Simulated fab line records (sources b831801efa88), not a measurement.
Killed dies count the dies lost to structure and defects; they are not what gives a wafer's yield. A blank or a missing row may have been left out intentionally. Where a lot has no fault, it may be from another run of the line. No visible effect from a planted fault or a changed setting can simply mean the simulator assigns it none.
A struck lot beside a sound one	flow sky130	18 steps out of a route of 708
Sound: the wafers L698.2, L698.4, L698.6. Wafers struck: L705.3, L705.5, L705.6. The cause is given at the end.
At each step with rows: each side's tool, then ch and its chambers, then its first start. Under that, the readings that differ: sound wafers	struck wafers	difference of the means	sigmas: that difference in standard deviations of wafers without a fault.
alike: same words and numbers on both sides, and readings whose means sit less than 2 such deviations apart. not compared: any withheld reading, any reading some wafer has no value for, any bound like >300 that may hide the same value, and any number with overlapping values for which the record gives no deviation.
The two part at a step that has a row with sigmas, a row that says differs or no value, or rows on one side only. Non-overlapping numbers with no deviation appear without sigmas and do not part them. Lack of a reading on every wafer of one side parts them only where that side has two or more wafers.

first, 3 steps without rows for these wafers: SKY_POLY_CUT_EXPOSE_05 (exposes mask NPCM, target cd 270 nm); SKY_POLY_CUT_PEB_06; SKY_POLY_CUT_DEVELOP_07 (develop time 60 s).
SKY_POLY_CUT_CD_MEAS_08 targets a cd of 270 nm.
  sound: cd_sem-02 at day 24 12:26; struck: cd_sem-02 at day 27 02:42
  alike: cd_nm
SKY_POLY_CUT_OVL_MEAS_09:
  sound: overlay-02 at day 24 12:33; struck: overlay-02 at day 27 02:47
  alike: POLY_CUT_OVL
SKY_POLY_CUT_ETCH_10: etches BARC in N2/H2, stops on SiO2, time 45.9 s, target depth 60 nm.
  sound on rie_diel-02 ch 0,1,2, day 24 12:35; struck on rie_diel-03 ch 0,1,3, day 27 02:49
  alike: drypump_motor_current_A, oes_product_au, throttle_valve_pct
  not compared: rf_hours_counter_h
SKY_POLY_CUT_ETCH_11: etches Si3N4 in CF4/CH2F2/Ar, stops on poly-Si, time 42.5 s, target depth 60 nm.
  sound on rie_diel-02 ch 0,1,2, day 24 12:37; struck on rie_diel-03 ch 0,1,3, day 27 02:52
  alike: drypump_motor_current_A, oes_product_au, throttle_valve_pct
  not compared: rf_hours_counter_h
SKY_POLY_CUT_STRIP_12: strips in O2/N2.
  sound on plasma_asher-03 ch 0,1, day 24 12:40; struck on plasma_asher-01 ch 0,1, day 27 02:56
  alike: drypump_motor_current_A, oes_product_au, strip_time_to_endpoint_s
  not compared: rf_hours_counter_h
then, 4 steps without rows for these wafers: SKY_SD_P_DEHYDRATE_00 (time 60 s); SKY_SD_P_HMDS_01 (prime time 60 s); SKY_SD_P_COAT_02 (resist thk 1140 nm); SKY_SD_P_SOFTBAKE_03 (time 60 s).
SKY_SD_P_EXPOSE_04: exposes mask PSDM, target cd 380 nm.
  sound on iline_stepper-01 ch 0, day 25 03:55; struck on iline_stepper-01 ch 0, day 27 17:30
reading	sound	struck	difference	sigmas
mask	PSDM#0 PSDM#0 PSDM#0	PSDM_R1#0 PSDM_R1#0 PSDM_R1#0	differs	
then, 2 steps without rows for these wafers: SKY_SD_P_PEB_05; SKY_SD_P_DEVELOP_06 (develop time 60 s).
SKY_SD_P_CD_MEAS_07 targets a cd of 380 nm.
  sound: cd_sem-01 at day 25 18:06; struck: cd_sem-02 at day 28 07:10
reading	sound	struck	difference	sigmas
cd_nm (nm)	382.7 385.7 385.4	305.0 303.1 303.1	-80.9	-35
SKY_SD_P_OVL_MEAS_08:
  sound: overlay-02 at day 25 18:13; struck: overlay-02 at day 28 07:16
  alike: SD_P_OVL
-- the record jumps here: 20 days lie between the struck wafers' starts before and after (it left off in module SD_P and takes up again in module PAD_OPEN, whose first step shown is number 708 of the route) --
SKY_PAD_OPEN_PROBE_99:
  sound: prober-02 at day 46 08:40; struck: prober-01 at day 48 02:07
  alike: killed_at_M0_to_M3, killed_at_M4_up, killed_at_contacts, killed_at_front_end, killed_at_other, killed_dies, killed_on_rim, killed_open, killed_short

WHERE THEY PART
First at SKY_SD_P_EXPOSE_04; last, within this record, at SKY_SD_P_CD_MEAS_07. Later steps at which nothing parts them and some readings are alike: SKY_SD_P_OVL_MEAS_08, SKY_PAD_OPEN_PROBE_99.

WHY: whatever the simulator had introduced
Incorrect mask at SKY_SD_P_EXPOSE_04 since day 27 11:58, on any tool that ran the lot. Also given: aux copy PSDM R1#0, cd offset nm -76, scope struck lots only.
